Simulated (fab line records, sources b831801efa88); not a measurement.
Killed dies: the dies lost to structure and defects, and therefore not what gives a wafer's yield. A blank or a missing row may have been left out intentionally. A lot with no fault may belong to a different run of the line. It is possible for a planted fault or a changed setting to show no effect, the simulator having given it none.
fab line records + flow gf180mcu
record:
- lots: 5
- wafers: 15
- last-day: 34
route steps=602 shown M2@372 V2@382 M3@409 PASSIVATION@602
lots that met no fault: from a run of the same line without faults
start-h: hours from the record's first day to the start of the lot's first wafer shown + wait-h: hours since the lot's step before + " unchanged from the row above + L1.1+2: a row that stands for several wafers + - value missing, or start not given + * or withheld: withheld + < > ~ a bound
route shown NAME@n: NAME is a module with steps in the file, n the number in the route of the first one + usual: mean/standard deviation taken from wafers without a fault + same: alike in all rows + chamber/n: place in a boat + sites: readings site by site + _std_site: how widely they spread, as a standard deviation + _edge_site: the outer-site mean with the inner-site mean subtracted + radius-mm: for every site, how far away it sits from the centre of the wafer + mask NAME#n: copy n + behind: the most recent tool/chamber to have shaped the wafer + hold: the reason the lot was held/the length of the hold in hours/how it ended + device: transistor that didn't switch, given as n, p or np + end of line: the same wafers' tests at the end of the route + a step given without rows: its recipe and nothing more + killed: the dies lost at the first sort to structure and to defects; this is not the yield of the wafer + map: per-die view of a wafer (x killed, . not killed, _ where there is no die)
set.NAME: setting as actually run; set.NAME@STEP: the setting as run at that earlier step + model.NAME: the simulator's own value behind a step, which no gauge read
certain route steps with their lots: each step a table, each wafer a row
services: when a tool's chamber went out of use (start-h, in hours from the record's first day, below 0 if earlier), for how many hours, and the reason
== steps ==
step: GF_M2_SOFTBAKE_10
recipe:
- temp-c: 130
- time-s: 60
- resist: KrF
step: GF_M2_EXPOSE_11
recipe:
- mask-id: Metal2
- target-cd-nm: 280
- na: 0.68
- source-shape: conventional
- sigma-outer: 0.6
- dose-mj: 28
step: GF_M2_PEB_12
recipe:
- peb-temp-c: 135
- peb-time-s: 90
- resist: KrF
step: GF_M2_DEVELOP_13
recipe:
- develop-time-s: 60
- dev-temp-c: 21
step: GF_M2_METAL_ETCH_16
recipe:
- chemistry: Cl2/BCl3
- mask-material: KrF
- target-depth-nm: 750.8
- stop-on: SiO2
- pressure-mtorr: 8
- icp-w: 800
- bias-w: 140
- Cl2_flow_sccm: 80
- bcl3-flow-sccm: 40
- time-s: 125.1
step: GF_M2_STRIP_17
recipe:
- chemistry: O2/N2
- power-w: 1400
- pressure-mtorr: 1500
- platen-temp-c: 250
- o2-flow-sccm: 3000
- n2-flow-sccm: 300
- overash-fraction: 0.5
step: GF_M2_STRIP_18
recipe:
- chemistry: post-etch-residue-remover
- time-s: 1200
- temp-c: 72.5
step: GF_M2_CLEAN_19
recipe:
- chemistry: DIW
- dry: n2-spin
step: GF_V2_CVD_00
recipe:
- material: SiO2
- target-thk-nm: 600
- sigma-open-frac: 0.3
- temp-c: 400
- time-s: 100
- sih4-flow-sccm: 60
- pressure-mtorr: 6
step: GF_V2_CVD_02
recipe:
- material: SiO2
- target-thk-nm: 850
- precursor: TEOS
- temp-c: 400
- time-s: 94.851
- rf-w: 600
usual:
- heater-power-w: 660/100
- rf-fwd-power-W: 596.0/2
- susceptor-temp-C: 399.95/0.23
| lot.wafer | tool     | chamber | start-h | wait-h | heater-power-w | rf-fwd-power-W | susceptor-temp-C | model.SiO2_of_V2_CVD_02.thk-nm |
|-----------|----------|---------|---------|--------|----------------|----------------|------------------|--------------------------------|
| L310.1    | pecvd-03 | 1       | 496.39  | 0.1    | 697            | 594.8          | 399.75           | 840.1                          |
| L310.3    | "        | 0       | "       | "      | 705            | 595.8          | 400.03           | 848.8                          |
| L310.5    | "        | 0       | "       | "      | 768            | 594.3          | 399.92           | 864.1                          |
| L317.3    | pecvd-03 | 0       | 552.35  | 0.0    | 795            | 594.7          | 399.84           | 840                            |
| L317.4    | "        | 0       | "       | "      | 833            | 594.9          | 399.86           | 858                            |
| L317.5    | "        | 1       | "       | "      | 785            | 597.7          | 399.97           | 517.5                          |
| L318.2    | pecvd-03 | 1       | 567.88  | 0.0    | 718            | 595.8          | 399.89           | 836.4                          |
| L318.3    | "        | 0       | "       | "      | 773            | 595.8          | 400.36           | 835.9                          |
| L318.5    | "        | 2       | "       | "      | 676            | 597.0          | 400.12           | 527.6                          |
| L319.1    | pecvd-03 | 0       | 577.00  | 0.1    | 755            | 596.6          | 399.84           | 844.1                          |
| L319.2    | "        | 1       | "       | "      | 717            | 596.6          | 400.02           | 834.6                          |
| L319.6    | "        | 1       | "       | "      | 752            | 592.1          | 400.11           | 521.4                          |
| L327.1    | pecvd-01 | 2       | 628.78  | 0.1    | 485            | 593.0          | 400.24           | 835.4                          |
| L327.5    | "        | 2       | "       | "      | 521            | 595.8          | 400.01           | 857.8                          |
| L327.6    | "        | 1       | "       | "      | 680            | 599.3          | 399.97           | 844.7                          |
step: GF_V2_THK_MEAS_03
recipe:
- reads: SiO2_of_V2_CVD_02
usual:
- V2_CVD_02_THK: 847/12
| lot.wafer | tool          | chamber | start-h | wait-h | hold                     | V2_CVD_02_THK[nm] |
|-----------|---------------|---------|---------|--------|--------------------------|-------------------|
| L310.1    | film-metro-02 | -       | 496.46  | 0.0    | -                        | 840               |
| L310.3    | "             | -       | "       | "      | -                        | 849               |
| L310.5    | "             | -       | "       | "      | -                        | 864               |
| L317.3    | film-metro-02 | -       | 552.44  | 0.1    | await-dispo/0.2h/release | 841               |
| L317.4    | "             | -       | "       | "      | await-dispo/0.2h/release | 858               |
| L317.5    | "             | -       | "       | "      | await-dispo/0.2h/release | 517               |
| L317.3    | film-metro-02 | -       | 552.66  | 0.2    | -                        | 840               |
| L317.4    | "             | -       | "       | "      | -                        | 859               |
| L317.5    | "             | -       | "       | "      | -                        | 517               |
| L318.2    | film-metro-02 | -       | 567.96  | 0.0    | await-dispo/0.2h/release | 837               |
| L318.3    | "             | -       | "       | "      | await-dispo/0.2h/release | 836               |
| L318.5    | "             | -       | "       | "      | await-dispo/0.2h/release | 528               |
| L318.2    | film-metro-02 | -       | 568.18  | 0.2    | -                        | 836               |
| L318.3    | "             | -       | "       | "      | -                        | 836               |
| L318.5    | "             | -       | "       | "      | -                        | 528               |
| L319.1    | film-metro-02 | -       | 577.07  | 0.0    | await-dispo/0.2h/release | 844               |
| L319.2    | "             | -       | "       | "      | await-dispo/0.2h/release | 835               |
| L319.6    | "             | -       | "       | "      | await-dispo/0.2h/release | 521               |
| L319.1    | film-metro-02 | -       | 577.32  | 0.2    | -                        | 844               |
| L319.2    | "             | -       | "       | "      | -                        | 835               |
| L319.6    | "             | -       | "       | "      | -                        | 522               |
| L327.1    | film-metro-02 | -       | 628.85  | 0.0    | -                        | 836               |
| L327.5    | "             | -       | "       | "      | -                        | 858               |
| L327.6    | "             | -       | "       | "      | -                        | 845               |
step: GF_V2_CMP_04
recipe:
- material: SiO2
- down-force-psi: 4
- platen-rpm: 60
- pad-velocity-m-s: 0.94248
usual:
- motor-current-A: 11.7/1.1
- retaining-ring-pressure-frac: 1.000/0.0052
- time-to-endpoint-s: 80/6.5
| lot.wafer | tool   | chamber | start-h | wait-h | hold                     | motor-current-A | retaining-ring-pressure-frac | time-to-endpoint-s |
|-----------|--------|---------|---------|--------|--------------------------|-----------------|------------------------------|--------------------|
| L310.1    | cmp-02 | 2       | 496.57  | 0.1    | -                        | 13.1            | 1.004                        | 79                 |
| L310.3    | "      | 0       | "       | "      | -                        | 11.3            | 1.007                        | 71                 |
| L310.5    | "      | 1       | "       | "      | -                        | 10.4            | 0.997                        | 83                 |
| L317.3    | cmp-02 | 2       | 564.87  | 12.2   | await-dispo/8.0h/release | 12.4            | 0.999                        | 81                 |
| L317.4    | "      | 1       | "       | "      | await-dispo/8.0h/release | 10.0            | 1.001                        | 81                 |
| L317.5    | "      | 3       | "       | "      | await-dispo/8.0h/release | 12.2            | 1.008                        | 44                 |
| L318.3    | cmp-01 | 0       | 576.38  | 8.2    | await-dispo/2.7h/release | 12.0            | 0.998                        | 75                 |
| L318.2    | "      | 1       | "       | "      | await-dispo/2.7h/release | 13.2            | 0.997                        | 83                 |
| L318.5    | "      | 0       | "       | "      | await-dispo/2.7h/release | 11.9            | 1.006                        | 38                 |
| L319.1    | cmp-01 | 2       | 579.81  | 2.5    | await-dispo/2.0h/release | 11.4            | 1.006                        | 80                 |
| L319.2    | "      | 3       | "       | "      | await-dispo/2.0h/release | 10.4            | 0.998                        | 77                 |
| L319.6    | "      | 2       | "       | "      | await-dispo/2.0h/release | 10.7            | 1.008                        | 42                 |
| L327.1    | cmp-02 | 0       | 629.01  | 0.1    | -                        | 11.3            | 1.005                        | 68                 |
| L327.5    | "      | 2       | "       | "      | -                        | 12.3            | 1.003                        | 85                 |
| L327.6    | "      | 3       | "       | "      | -                        | 12.1            | 0.996                        | 84                 |
step: GF_V2_BOW_MEAS_05
recipe:
- mode: bow
usual:
- V2_BOW: 99/8.3
| lot.wafer | tool          | chamber | start-h | wait-h | hold                     | V2_BOW[um] |
|-----------|---------------|---------|---------|--------|--------------------------|------------|
| L310.1    | film-metro-02 | -       | 496.82  | 0.2    | -                        | 104        |
| L310.3    | "             | -       | "       | "      | -                        | 93         |
| L310.5    | "             | -       | "       | "      | -                        | 95         |
| L317.3    | film-metro-02 | -       | 565.21  | 0.3    | await-dispo/0.2h/release | 114        |
| L317.4    | "             | -       | "       | "      | await-dispo/0.2h/release | 113        |
| L317.5    | "             | -       | "       | "      | await-dispo/0.2h/release | 100        |
| L317.3    | film-metro-02 | -       | 565.50  | 0.3    | -                        | -          |
| L317.4    | "             | -       | "       | "      | -                        | -          |
| L317.5    | "             | -       | "       | "      | -                        | -          |
| L318.2    | film-metro-03 | -       | 576.65  | 0.2    | await-dispo/0.2h/release | 102        |
| L318.3    | "             | -       | "       | "      | await-dispo/0.2h/release | 88         |
| L318.5    | "             | -       | "       | "      | await-dispo/0.2h/release | 88         |
| L318.2    | film-metro-03 | -       | 576.99  | 0.3    | -                        | -          |
| L318.3    | "             | -       | "       | "      | -                        | -          |
| L318.5    | "             | -       | "       | "      | -                        | -          |
| L319.1    | film-metro-02 | -       | 580.11  | 0.2    | await-dispo/0.2h/release | 99         |
| L319.2    | "             | -       | "       | "      | await-dispo/0.2h/release | 97         |
| L319.6    | "             | -       | "       | "      | await-dispo/0.2h/release | 100        |
| L319.1    | film-metro-02 | -       | 580.39  | 0.3    | -                        | -          |
| L319.2    | "             | -       | "       | "      | -                        | -          |
| L319.6    | "             | -       | "       | "      | -                        | -          |
| L327.1    | film-metro-04 | -       | 629.21  | 0.1    | -                        | 91         |
| L327.5    | "             | -       | "       | "      | -                        | 97         |
| L327.6    | "             | -       | "       | "      | -                        | 97         |
step: GF_V2_HMDS_07
recipe:
- prime-time-s: 60
- prime-temp-c: 120
step: GF_V2_COAT_08
recipe:
- resist: BARC
- temp-c: withheld
- time-s: withheld
- spin-rpm: withheld
- resist-thk-nm: withheld
step: GF_V2_COAT_09
recipe:
- resist: KrF
- spin-rpm: withheld
- resist-thk-nm: 1000
step: GF_V2_SOFTBAKE_10
recipe:
- temp-c: 130
- time-s: 60
- resist: KrF
step: GF_V2_EXPOSE_11
recipe:
- mask-id: Via2
- target-cd-nm: 260
- na: 0.68
- source-shape: conventional
- sigma-outer: 0.6
- dose-mj: 38
step: GF_V2_PEB_12
recipe:
- peb-temp-c: 135
- peb-time-s: 90
- resist: KrF
step: GF_V2_DEVELOP_13
recipe:
- develop-time-s: 60
- resist: KrF
- dev-temp-c: 21
step: GF_V2_ETCH_16
recipe:
- chemistry: N2/H2
- target-depth-a: withheld
- overetch-a: withheld
- time-s: withheld
- target: BARC
- ion-energy-ev: 200
- source-w: 500
- bias-w: 100
- pressure-mtorr: 30
- n2-flow-sccm: 100
- h2-flow-sccm: 200
step: GF_V2_ETCH_17
recipe:
- chemistry: C4F8/O2/Ar
- mask-material: KrF
- target: SiO2
- stop-on: TiN
- source-w: 1500
- bias-w: 1200
- pressure-mtorr: 40
- c4f8-flow-sccm: withheld
- O2_flow_sccm: 6
- Ar_flow_sccm: 300
- time-s: withheld
- target-depth-a: 6300
usual:
- chamber-pressure-mTorr: 40.01/0.037
- oes-product-au: 0.856/0.0045
- rf-fwd-power-W: 1493/4.6
| lot.wafer | tool        | chamber | start-h | wait-h | chamber-pressure-mTorr | oes-product-au | rf-fwd-power-W | model.etch.depth-nm | model.V2.feature-depth-nm |
|-----------|-------------|---------|---------|--------|------------------------|----------------|----------------|---------------------|---------------------------|
| L310.1    | rie-diel-01 | 0       | -       | -      | 39.99                  | 0.857          | 1497           | 633.2               | 633.2                     |
| L310.3    | "           | 1       | "       | "      | 40.00                  | 0.846          | 1495           | 631                 | 631                       |
| L310.5    | "           | 0       | "       | "      | 39.96                  | 0.859          | 1490           | 630.6               | 630.6                     |
| L317.3    | rie-diel-01 | 0       | -       | -      | 40.01                  | 0.853          | 1495           | 633.5               | 633.5                     |
| L317.4    | "           | 2       | "       | "      | 39.94                  | 0.853          | 1488           | 632.1               | 632.1                     |
| L317.5    | "           | 0       | "       | "      | 40.03                  | 0.775          | 1509           | 517.5               | 517.5                     |
| L318.2    | rie-diel-02 | 1       | -       | -      | 40.00                  | 0.857          | 1496           | 634.8               | 634.8                     |
| L318.3    | "           | 3       | "       | "      | 40.02                  | 0.856          | 1490           | 633.8               | 633.8                     |
| L318.5    | "           | 3       | "       | "      | 39.97                  | 0.777          | 1493           | 527.6               | 527.6                     |
| L319.1    | rie-diel-02 | 0       | -       | -      | 40.08                  | 0.863          | 1497           | 633.2               | 633.2                     |
| L319.2    | "           | 1       | "       | "      | 40.07                  | 0.860          | 1483           | 632.4               | 632.4                     |
| L319.6    | "           | 1       | "       | "      | 40.00                  | 0.772          | 1493           | 521.4               | 521.4                     |
| L327.1    | rie-diel-01 | 0       | -       | -      | 40.01                  | 0.857          | 1497           | 629.1               | 629.1                     |
| L327.5    | "           | 1       | "       | "      | 39.96                  | 0.858          | 1489           | 633.3               | 633.3                     |
| L327.6    | "           | 0       | "       | "      | 39.98                  | 0.859          | 1494           | 633.2               | 633.2                     |
step: GF_V2_STRIP_18
recipe:
- chemistry: O2/N2
- power-w: 1400
- pressure-mtorr: 1500
- platen-temp-c: 250
- o2-flow-sccm: 3000
- n2-flow-sccm: 300
- overash-fraction: 0.5
step: GF_V2_STRIP_19
recipe:
- chemistry: post-etch-residue-remover
- time-s: 1200
- temp-c: 72.5
step: GF_V2_CLEAN_20
recipe:
- chemistry: DIW
- dry: n2-spin
step: GF_V2_SPUTTER_21
recipe:
- material: Ti
- target-thk-nm: 15
- chamber-pressure-pa: 5
- power-w: 2500
- substrate-temp-c: 200
- time-s: 80.02
step: GF_V2_SPUTTER_22
recipe:
- material: TiN
- target-thk-nm: 10
- chamber-pressure-pa: 5
- power-w: 4000
- time-s: 40
step: GF_V2_CVD_23
recipe:
- material: W
- target-thk-nm: 350
- time-s: 104.94
- temp-c: 400
- pressure-torr: 40
step: GF_V2_CMP_26
recipe:
- stop-on: SiO2
- down-force-psi: 3.5
- platen-rpm: 60
- t-overpolish-s: 15
- target-thk-nm: 0
- pad-velocity-m-s: 0.94248
usual:
- motor-current-A: 10.9/1.1
- overpolish-run-s: 15.001/0.0085
- retaining-ring-pressure-frac: 0.999/0.0043
- time-to-endpoint-s: 85/4.2
same:
- t-overpolish-s: 15
| lot.wafer | tool   | chamber | start-h | wait-h | motor-current-A | overpolish-run-s | retaining-ring-pressure-frac | time-to-endpoint-s | model.SiO2_of_V2_CVD_02.thk-nm |
|-----------|--------|---------|---------|--------|-----------------|------------------|------------------------------|--------------------|--------------------------------|
| L310.3    | cmp-02 | 1       | 521.95  | 0.0    | 9.4             | 14.999           | 1.001                        | 79                 | 627.2                          |
| L310.1    | "      | 3       | "       | "      | 11.2            | 14.990           | 1.002                        | 88                 | 629.4                          |
| L310.5    | "      | 2       | "       | "      | 12.0            | 15.009           | 1.004                        | 83                 | 626.8                          |
| L317.4    | cmp-01 | 1       | 576.68  | 0.2    | 13.1            | 15.010           | 0.999                        | 92                 | 628.3                          |
| L317.3    | "      | 2       | "       | "      | 10.5            | 15.019           | 0.993                        | 90                 | 629.7                          |
| L317.5    | "      | 1       | "       | "      | 12.5            | 14.997           | 1.000                        | 93                 | 513.7                          |
| L318.3    | cmp-01 | 1       | 591.31  | 0.1    | 12.3            | 15.009           | 1.001                        | 84                 | 630                            |
| L318.2    | "      | 3       | "       | "      | 9.7             | 15.003           | 0.990                        | 83                 | 631                            |
| L318.5    | "      | 1       | "       | "      | 12.9            | 14.995           | 0.998                        | 81                 | 523.8                          |
| L319.1    | cmp-01 | 2       | 600.90  | 0.1    | 10.4            | 15.010           | 0.994                        | 82                 | 629.4                          |
| L319.2    | "      | 3       | "       | "      | 8.9             | 15.002           | 0.997                        | 82                 | 628.6                          |
| L319.6    | "      | 0       | "       | "      | 11.8            | 15.009           | 0.993                        | 80                 | 517.7                          |
| L327.1    | cmp-02 | 0       | 650.40  | 0.2    | 10.4            | 15.000           | 1.000                        | 75                 | 625.3                          |
| L327.6    | "      | 2       | "       | "      | 12.3            | 15.009           | 0.998                        | 91                 | 629.5                          |
| L327.5    | "      | 3       | "       | "      | 10.7            | 14.992           | 0.997                        | 88                 | 629.5                          |
step: GF_M3_SPUTTER_00
recipe:
- material: Ti
- target-thk-nm: 37.5
- arriving-ion-energy-ev: 80
- substrate-temp-c: 200
- chamber-pressure-pa: 2
- power-w: 4000
- time-s: 150
step: GF_PASSIVATION_PROBE_99
| lot.wafer | tool      | chamber | start-h | wait-h | model.etest.met3-comb.leak-log10-a-um | model.etest.via2-chain.rc-ohm |
|-----------|-----------|---------|---------|--------|---------------------------------------|-------------------------------|
| L310.1    | prober-02 | -       | 718.58  | 0.1    | -12.03                                | 6.564                         |
| L310.3    | prober-02 | -       | 718.68  | 0.2    | -12.02                                | 6.362                         |
| L310.5    | prober-02 | -       | 718.78  | 0.2    | -11.99                                | 6.341                         |
| L317.3    | prober-02 | -       | 760.09  | 0.2    | -12.15                                | 6.732                         |
| L317.4    | prober-02 | -       | 760.14  | 0.2    | -12.01                                | 6.721                         |
| L317.5    | prober-02 | -       | 760.19  | 0.2    | -7.234                                | 5.781                         |
| L318.2    | prober-01 | -       | 774.82  | 0.1    | -12.05                                | 6.724                         |
| L318.3    | prober-01 | -       | 774.87  | 0.2    | -12.07                                | 6.624                         |
| L318.5    | prober-01 | -       | 774.97  | 0.2    | -7.284                                | 6.137                         |
| L319.1    | prober-01 | -       | 780.37  | 0.1    | -12.09                                | 6.282                         |
| L319.2    | prober-01 | -       | 780.42  | 0.1    | -12.02                                | 6.309                         |
| L319.6    | prober-01 | -       | 780.62  | 0.2    | -7.269                                | 6.343                         |
| L327.1    | prober-01 | -       | 818.09  | 0.1    | -11.89                                | 6.389                         |
| L327.5    | prober-01 | -       | 818.29  | 0.2    | -11.94                                | 6.614                         |
| L327.6    | prober-01 | -       | 818.34  | 0.2    | -12.02                                | 6.227                         |
killed by level:class
L310.1 STI:geometric-particle:short=7 V3:geometric-particle:open=5 STI:geometric-particle:open=3 CONTACT:geometric-particle:short=3 M1:geometric-particle:short=3 V1:geometric-particle:open=3 V2:geometric-particle:open=3 V4:geometric-particle:open=3
L310.3 CONTACT:geometric-particle:open=10 M1:geometric-particle:short=5 V2:geometric-particle:open=5 M4:geometric-particle:short=3 V3:geometric-particle:open=3 STI:geometric-particle:short=2 SAB:geometric-particle:short=2 SALICIDE:geometric-particle:short=2
L310.5 V5:geometric-particle:open=7 V2:geometric-particle:open=5 STI:geometric-particle:open=4 V3:geometric-particle:open=4 V1:geometric-particle:short=3 STI:geometric-particle:short=2 CONTACT:geometric-particle:open=2 V1:geometric-particle:open=2
L327.1 V4:geometric-particle:open=8 V5:geometric-particle:open=5 CONTACT:geometric-particle:open=4 STI:geometric-particle:short=3 V3:geometric-particle:open=3 STI:geometric-particle:open=2 M1:geometric-particle:short=2 V1:geometric-particle:open=2
L327.5 V4:geometric-particle:open=10 STI:geometric-particle:short=5 V2:geometric-particle:open=4 V3:geometric-particle:open=4 V5:geometric-particle:short=4 V5:geometric-particle:open=4 STI:geometric-particle:open=3 CONTACT:geometric-particle:open=3
L327.6 V4:geometric-particle:open=6 CONTACT:geometric-particle:open=5 V5:geometric-particle:open=5 M1:geometric-particle:short=3 V2:geometric-particle:open=3 V4:geometric-particle:short=3 POLY_GATE:geometric-particle:open=2 V3:geometric-particle:open=2
== services ==
| tool        | chamber | start-h | hours | kind                           |
|-------------|---------|---------|-------|--------------------------------|
| rie-diel-01 | 2       | 479.60  | 22.2  | repair                         |
| cmp-01      | -       | 486.40  | 2.2   | repair                         |
| rie-diel-02 | 2       | 489.88  | 2.4   | repair                         |
| rie-diel-02 | 2       | 497.42  | 2.5   | repair                         |
| rie-diel-02 | 3       | 510.82  | 9.0   | repair                         |
| cmp-02      | -       | 530.30  | 14.0  | pm                             |
| rie-diel-02 | -       | 536.88  | 2.8   | repair                         |
| pecvd-03    | -       | 538.32  | 3.8   | repair                         |
| rie-diel-01 | 1       | 547.66  | 2.7   | repair                         |
| rie-diel-01 | 1       | 552.32  | 36.0  | repair                         |
| cmp-02      | -       | 557.69  | 6.6   | pm                             |
| rie-diel-02 | 2       | 560.71  | 9.8   | repair                         |
| rie-diel-02 | 0       | 566.88  | 6.3   | repair                         |
| cmp-01      | -       | 569.31  | 7.0   | pm                             |
| cmp-02      | -       | 572.22  | 4.0   | pm                             |
| cmp-02      | -       | 573.43  | 4.2   | repair                         |
| cmp-02      | -       | 576.22  | -     | consumable-replace:conditioner |
| cmp-02      | -       | 576.22  | -     | consumable-replace:pad         |
| cmp-02      | -       | 584.12  | 2.1   | repair                         |
| rie-diel-02 | 0       | 585.59  | 2.6   | repair                         |
| cmp-01      | -       | 586.65  | 4.4   | pm                             |
| rie-diel-01 | 2       | 588.46  | -     | clean                          |
| pecvd-01    | -       | 591.12  | 14.0  | pm                             |
| cmp-01      | -       | 646.01  | 10.2  | repair                         |
== key ==
first-sign:
- step: GF_V2_THK_MEAS_03
- reading: visit
- direction: added
effect:
- step: GF_V2_THK_MEAS_03
- reading: V2_CVD_02_THK
- direction: down
- sigmas: 27
- usual: 847
- struck: 522
effect:
- step: GF_V2_CMP_04
- reading: time-to-endpoint-s
- direction: down
- sigmas: 6.1
- usual: *
- struck: *
effect:
- step: GF_V2_BOW_MEAS_05
- reading: visit
- direction: added
effect:
- step: GF_V2_ETCH_17
- reading: oes-product-au
- direction: down
- sigmas: 18
- usual: 0.856
- struck: 0.775
model-effect:
- step: GF_V2_CVD_02
- value: SiO2_of_V2_CVD_02.thk-nm
- without: 851.4
- struck: 522.2
model-effect:
- step: GF_V2_ETCH_17
- value: etch.depth-nm
- without: 634.6
- struck: 522.2
model-effect:
- step: GF_V2_CMP_26
- value: SiO2_of_V2_CVD_02.thk-nm
- without: 630.8
- struck: 518.4
model-effect:
- step: GF_PASSIVATION_PROBE_99
- value: etest.met3-comb.leak-log10-a-um
- without: -12.11
- struck: -7.262
met-at GF_V2_CVD_02
struck-wafers L317.5,L318.5,L319.6
sort-left-out L317.5,L318.5,L319.6
onset-between 496.39 552.35
fault:
- kind: process-parameter-drift
- tool: pecvd-03
- chamber: -
- onset-h: 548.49
- steps: GF_V2_CVD_02
- channel: target-thk-nm
- offset: -326.75
- shape: step
- end-h: 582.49
- scope: struck-wafers-only
- acts-in: these-recipes-only
- stated: 850
sort-left-out: the simulated sort isn't trusted on such a fault, so these wafers' sort isn't shown, and their yield isn't known
